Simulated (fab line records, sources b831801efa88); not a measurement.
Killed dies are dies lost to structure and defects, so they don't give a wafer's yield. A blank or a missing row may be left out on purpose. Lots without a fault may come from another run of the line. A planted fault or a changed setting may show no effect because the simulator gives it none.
fab line records | flow sky130
record lots=11 wafers=33 last_day=50
route steps=708 shown FIELD_ISO@25 NWELL@67 METAL1@435
lots that met no fault: from a run of the same line without faults
start_h: hours from the record's first day to the start of the lot's first wafer shown | wait_h: hours since the lot's step before | " the same as in the row above | L1.1+2: a row that stands for several wafers | - no value, or no start given | * or withheld: withheld | < > ~ a bound
route shown NAME@n: a module of which the file shows steps, and the number in the route of the first | usual: mean/standard deviation of fault-free wafers | same: alike in all rows | chamber/n: place in a boat | sites: the reading at each site | _std_site: their standard deviation | _edge_site: outer sites' mean less inner sites' | radius_mm: how far each site lies from the wafer's centre | mask NAME#n: copy n | behind: the tool/chamber that last shaped the wafer | hold: why the lot was held/for how many hours/how that ended | device: the transistor (n, p or np) that didn't switch | end of line: the same wafers' tests at the end of the route | a step without rows: its recipe alone | killed: dies lost to structure and defects at the first sort, not the wafer's yield | map: a wafer's dies, x killed, . not, _ none there
set.NAME: the setting as run; set.NAME@STEP: as run at that earlier step | model.NAME: the simulator's own value behind a step, which no gauge read
steps of the route over a sample of lots; a table a step, a row a wafer
services: from which hour (start_h, from the record's first day; less than 0 if before it) a tool's chamber was out of use, for how many hours, and why
## steps
# step SKY_FIELD_ISO_CVD_24
# recipe material=SiO2 target_thk_nm=595 temp_c=650 sigma_open_frac=0.3 time_s=99.2 sih4_flow_sccm=60 pressure_mtorr=6
# columns lot.wafer tool chamber start_h wait_h
L507.1+4+5 hdpcvd-02 2,1,0 37.41 0.1
L509.3+4+5 hdpcvd-01 2,1,0 50.36 0.0
L510.3+4+5 hdpcvd-01 2,0,2 55.64 0.0
L511.1+3+4 hdpcvd-01 0,1,1 58.34 0.1
L515.2+3+4 hdpcvd-02 2,0,2 82.72 0.0
L517.1+2+5 hdpcvd-01 2,0,2 91.16 0.1
L519.1+2+4 hdpcvd-01 0,1,2 102.56 0.1
L520.3+4+6 hdpcvd-01 1,1,0 105.87 0.0
L522.2+4+5 hdpcvd-02 1,0,1 117.04 0.0
L524.1+2+6 hdpcvd-02 2,1,1 128.34 0.1
L528.1+2+5 hdpcvd-02 0,2,1 150.52 0.1
# step SKY_FIELD_ISO_THK_MEAS_25
# recipe reads=SiO2_of_FIELD_ISO_CVD_24
# usual FIELD_ISO_CVD_24_THK=592/6.2
# columns lot.wafer tool chamber start_h wait_h FIELD_ISO_CVD_24_THK[nm]
L507.1 film_metro-02 - 37.48 0.0 589
L507.4 " - " " 592
L507.5 " - " " 589
L509.3 film_metro-03 - 50.45 0.1 595
L509.4 " - " " 585
L509.5 " - " " 587
L510.3 film_metro-03 - 55.73 0.1 595
L510.4 " - " " 591
L510.5 " - " " 592
L511.1 film_metro-03 - 58.42 0.0 601
L511.3 " - " " 594
L511.4 " - " " 594
L515.2 film_metro-02 - 82.80 0.0 592
L515.3 " - " " 580
L515.4 " - " " 596
L517.1 film_metro-01 - 91.23 0.0 594
L517.2 " - " " 601
L517.5 " - " " 591
L519.1 film_metro-03 - 102.63 0.0 597
L519.2 " - " " 589
L519.4 " - " " 590
L520.3 film_metro-01 - 105.96 0.1 594
L520.4 " - " " 592
L520.6 " - " " 599
L522.2 film_metro-02 - 117.13 0.0 596
L522.4 " - " " 594
L522.5 " - " " 595
L524.1 film_metro-02 - 128.41 0.0 602
L524.2 " - " " 584
L524.6 " - " " 588
L528.1 film_metro-03 - 150.59 0.0 817
L528.2 " - " " 593
L528.5 " - " " 593
# step SKY_FIELD_ISO_CMP_27
# recipe stop_on=Si3N4 t_overpolish_s=16 down_force_psi=4 platen_rpm=60 target_thk_nm=457.8 pad_velocity_m_s=0.94248
# usual motor_current_A=12.5/1.8 time_to_endpoint_s=111/4
# columns lot.wafer tool chamber start_h wait_h motor_current_A time_to_endpoint_s
L507.1 cmp-02 2 41.73 0.0 11.0 112
L507.4 " 0 " " 10.8 117
L507.5 " 2 " " 12.0 113
L509.4 cmp-01 1 55.71 0.0 12.9 114
L509.3 " 3 " " 9.8 110
L509.5 " 1 " " 13.3 118
L510.3 cmp-02 2 59.88 0.1 11.8 116
L510.4 " 3 " " 11.9 117
L510.5 " 1 " " 12.7 115
L511.1 cmp-01 0 61.46 0.0 12.7 110
L511.3 " 2 " " 15.9 104
L511.4 " 3 " " 9.8 107
L515.3 cmp-01 0 84.35 0.0 11.9 106
L515.2 " 1 " " 13.8 113
L515.4 " 2 " " 15.9 107
L517.1 cmp-02 1 93.15 0.3 12.9 115
L517.2 " 0 " " 11.1 120
L517.5 " 1 " " 13.5 115
L519.1 cmp-02 0 107.31 0.0 10.7 113
L519.2 " 1 " " 12.7 111
L519.4 " 2 " " 11.5 113
L520.4 cmp-01 3 115.81 0.0 9.9 111
L520.3 " 1 " " 13.3 118
L520.6 " 3 " " 9.6 114
L522.2 cmp-02 1 125.87 0.2 13.3 105
L522.4 " 3 " " 11.8 110
L522.5 " 1 " " 13.3 111
L524.2 cmp-02 0 138.20 0.0 10.5 112
L524.1 " 3 " " 11.2 119
L524.6 " 0 " " 10.9 115
L528.1 cmp-01 2 153.90 0.4 15.8 147
L528.2 " 3 " " 10.3 107
L528.5 " 2 " " 16.2 108
# step SKY_NWELL_STRIP_14
# recipe chemistry=O2/N2 power_w=1400 pressure_mtorr=1500 platen_temp_c=withheld o2_flow_sccm=3000 n2_flow_sccm=300 overash_fraction=0.5
# usual drypump_motor_current_A=5.6/0.55 oes_product_au=0.723/0.0039 strip_time_to_endpoint_s=36.92/0.12
# columns lot.wafer tool chamber start_h wait_h drypump_motor_current_A oes_product_au rf_hours_counter_h strip_time_to_endpoint_s
L507.1 plasma_asher-01 0 100.74 0.1 5.6 0.719 30 36.99
L507.4 " 1 " " 4.8 0.726 - 36.92
L507.5 " 1 " " 4.8 0.724 - 37.00
L509.3 plasma_asher-01 1 114.55 0.1 4.8 0.716 - 36.87
L509.4 " 0 " " 5.7 0.725 - 36.90
L509.5 " 0 " " 5.7 0.723 - 36.91
L511.1 plasma_asher-03 0 118.16 0.1 6.3 0.719 41 36.94
L511.3 " 0 " " 6.3 0.709 - 36.94
L511.4 " 1 " " 5.8 0.724 - 37.09
L510.3 plasma_asher-04 0 119.25 0.1 5.2 0.721 - 36.67
L510.4 " 1 " " 4.8 0.723 - 36.76
L510.5 " 0 " " 5.2 0.727 - 36.66
L515.2 plasma_asher-03 0 143.14 0.1 6.4 0.724 44 36.86
L515.3 " 1 " " 5.8 0.728 - 36.89
L515.4 " 0 " " 6.3 0.714 - 36.79
L517.1 plasma_asher-01 1 149.86 0.1 4.9 0.717 35 37.05
L517.2 " 0 " " 5.7 0.719 35 36.99
L517.5 " 1 " " 4.9 0.721 - 37.00
L519.1 plasma_asher-03 1 176.79 0.1 5.8 0.723 47 37.14
L519.2 " 0 " " 6.3 0.722 47 36.98
L519.4 " 1 " " 5.8 0.722 - 37.08
L520.3 plasma_asher-03 1 178.29 0.1 5.8 0.727 - 36.73
L520.4 " 0 " " 6.3 0.725 - 36.91
L520.6 " 1 " " 5.8 0.726 - 36.79
L522.2 plasma_asher-03 0 194.51 0.1 6.3 0.728 49 36.83
L522.4 " 1 " " 5.8 0.725 - 36.92
L522.5 " 0 " " 6.3 0.726 - 36.93
L524.1 plasma_asher-01 1 205.46 0.1 4.9 0.724 41 36.92
L524.2 " 0 " " 5.6 0.733 41 36.98
L524.6 " 1 " " 4.8 0.726 - 36.86
L528.1 plasma_asher-04 1 222.09 0.1 4.9 0.722 54 37.04
L528.2 " 0 " " 5.2 0.720 54 36.97
L528.5 " 1 " " 4.8 0.717 - 36.83
# step SKY_METAL1_SPUTTER_01
# recipe material=TiN target_thk_nm=20 power_w=6500 time_s=16.7 chamber_pressure_pa=0.4
# usual throttle_valve_pct=29.9/0.96
# columns lot.wafer tool chamber start_h wait_h throttle_valve_pct
L507.1 pvd_sputter-02 - 756.87 0.0 28.3
L507.4 " - " " 31.1
L507.5 " - " " 31.1
L509.3 pvd_sputter-04 - 778.26 0.0 29.5
L509.4 " - " " 30.8
L509.5 " - " " 30.7
L511.1 pvd_sputter-01 - 782.10 0.0 30.0
L511.3 " - " " 29.7
L511.4 " - " " 28.8
L510.3 pvd_sputter-01 - 785.24 0.0 29.5
L510.4 " - " " 31.3
L510.5 " - " " 31.1
L515.2 pvd_sputter-02 - 823.57 0.0 28.9
L515.3 " - " " 28.3
L515.4 " - " " 28.7
L517.1 pvd_sputter-04 - 832.38 0.0 30.9
L517.2 " - " " 30.7
L517.5 " - " " 30.8
L519.1 pvd_sputter-02 - 860.44 0.0 31.1
L519.2 " - " " 28.7
L519.4 " - " " 28.8
L520.3 pvd_sputter-02 - 868.23 0.0 28.6
L520.4 " - " " 30.9
L520.6 " - " " 30.9
L522.2 pvd_sputter-04 - 885.01 0.0 30.0
L522.4 " - " " 30.4
L522.5 " - " " 29.5
L524.1 pvd_sputter-04 - 905.18 0.0 30.6
L524.2 " - " " 30.8
L524.6 " - " " 31.0
L528.1 pvd_sputter-01 - 917.33 0.0 28.8
L528.2 " - " " 29.7
L528.5 " - " " 28.6
# step SKY_METAL1_DESCUM_17
# recipe chemistry=O2 source_power_w=150 bias_power_w=0 pressure_mtorr=10 temp_c=40 time_s=8
# usual drypump_motor_current_A=5.4/0.44 oes_product_au=1.001/0.011 rf_fwd_power_W=147.2/0.89
# columns lot.wafer tool chamber start_h wait_h drypump_motor_current_A oes_product_au rf_fwd_power_W rf_hours_counter_h
L507.1 rie_metal-04 0 784.68 0.0 5.8 1.001 147.8 9
L507.4 " 1 " " 4.7 0.998 148.0 -
L507.5 " 0 " " 5.8 1.001 147.7 -
L509.3 rie_metal-03 1 805.15 0.0 5.3 1.001 148.3 -
L509.4 " 0 " " 5.4 1.034 146.8 -
L509.5 " 0 " " 5.4 1.015 146.8 -
L511.1 rie_metal-04 1 808.83 0.0 4.7 0.977 148.9 8
L511.3 " 0 " " 5.8 0.989 148.0 -
L511.4 " 1 " " 4.8 0.982 148.3 -
L510.3 rie_metal-03 1 812.99 0.0 5.3 1.001 146.9 -
L510.4 " 0 " " 5.3 1.008 147.2 -
L510.5 " 0 " " 5.4 1.022 147.6 -
L515.2 rie_metal-01 0 850.75 0.0 5.1 0.993 146.4 -
L515.3 " 0 " " 5.1 0.998 146.2 -
L515.4 " 0 " " 5.1 1.002 145.9 -
L517.1 rie_metal-04 1 859.19 0.0 4.8 0.996 147.5 10
L517.2 " 0 " " 5.8 1.000 147.5 12
L517.5 " 0 " " 5.8 0.991 148.4 -
L519.1 rie_metal-03 0 887.08 0.0 5.4 1.020 146.2 15
L519.2 " 1 " " 5.3 0.990 147.0 4
L519.4 " 0 " " 5.4 1.012 146.2 -
L520.3 rie_metal-01 0 894.65 0.0 5.1 1.011 145.9 -
L520.4 " 1 " " 6.1 1.005 147.6 -
L520.6 " 0 " " 5.1 1.002 146.4 -
L522.2 rie_metal-01 0 911.46 0.0 5.1 0.998 146.1 5
L522.4 " 1 " " 6.1 0.996 146.9 -
L522.5 " 0 " " 5.1 1.004 146.8 -
L524.1 rie_metal-01 1 931.21 0.0 6.2 0.997 148.0 9
L524.2 " 0 " " 5.1 0.992 146.3 6
L524.6 " 1 " " 6.1 0.997 149.1 -
L528.1 rie_metal-03 1 942.79 0.0 5.3 0.997 147.8 6
L528.2 " 0 " " 5.4 1.013 147.3 17
L528.5 " 1 " " 5.3 0.997 148.8 -
## services
# columns tool chamber start_h hours kind
cmp-02 - 51.68 4.1 pm
cmp-02 - 64.00 4.0 pm
cmp-02 - 87.38 1.1 repair
cmp-02 - 106.26 0.2 repair
cmp-02 - 109.70 2.6 repair
cmp-02 - 151.50 9.1 pm
hdpcvd-01 - 213.52 0.8 repair
cmp-02 - 224.03 7.8 repair
cmp-02 - 283.52 5.4 pm
cmp-02 - 294.80 1.0 repair
cmp-02 - 296.95 3.9 repair
cmp-02 - 301.71 8.8 repair
hdpcvd-01 0 321.90 15.8 repair
hdpcvd-01 - 366.25 15.0 pm
hdpcvd-01 0 401.86 5.7 repair
cmp-02 - 404.04 4.0 pm
cmp-02 - 445.35 1.1 repair
cmp-02 - 446.96 0.8 repair
cmp-02 - 462.48 1.3 repair
cmp-02 - 470.83 0.3 repair
hdpcvd-01 - 497.55 0.8 repair
hdpcvd-01 - 524.47 3.1 repair
cmp-02 - 524.81 0.4 repair
hdpcvd-01 2 542.68 6.5 repair
## key
first_sign step=SKY_FIELD_ISO_THK_MEAS_25 reading=FIELD_ISO_CVD_24_THK direction=up sigmas=36 usual=592 struck=817
effect step=SKY_FIELD_ISO_CMP_27 reading=time_to_endpoint_s direction=up sigmas=9.1 usual=* struck=*
met_at SKY_FIELD_ISO_CVD_24
struck_lots L528
struck_wafers L528.1
tester_left_out L528
not_acting_at SKY_NWELL_STRIP_14,SKY_METAL1_SPUTTER_01,SKY_METAL1_DESCUM_17
onset_between 128.34 150.52
fault kind=process_parameter_drift tool=hdpcvd-02 chamber=- onset_h=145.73 steps=SKY_FIELD_ISO_CVD_24 channel=target_thk_nm offset=232.99 shape=step end_h=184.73 scope=struck_wafers_only acts_in=these_recipes_only stated=595
# tester_left_out: of these lots the tester's yield and bins aren't shown, on N5 and GAA mostly nor the transistor test; their killed dies are dies lost to structure and defects alone, not to doping, threshold or leakage, so they don't give the yield
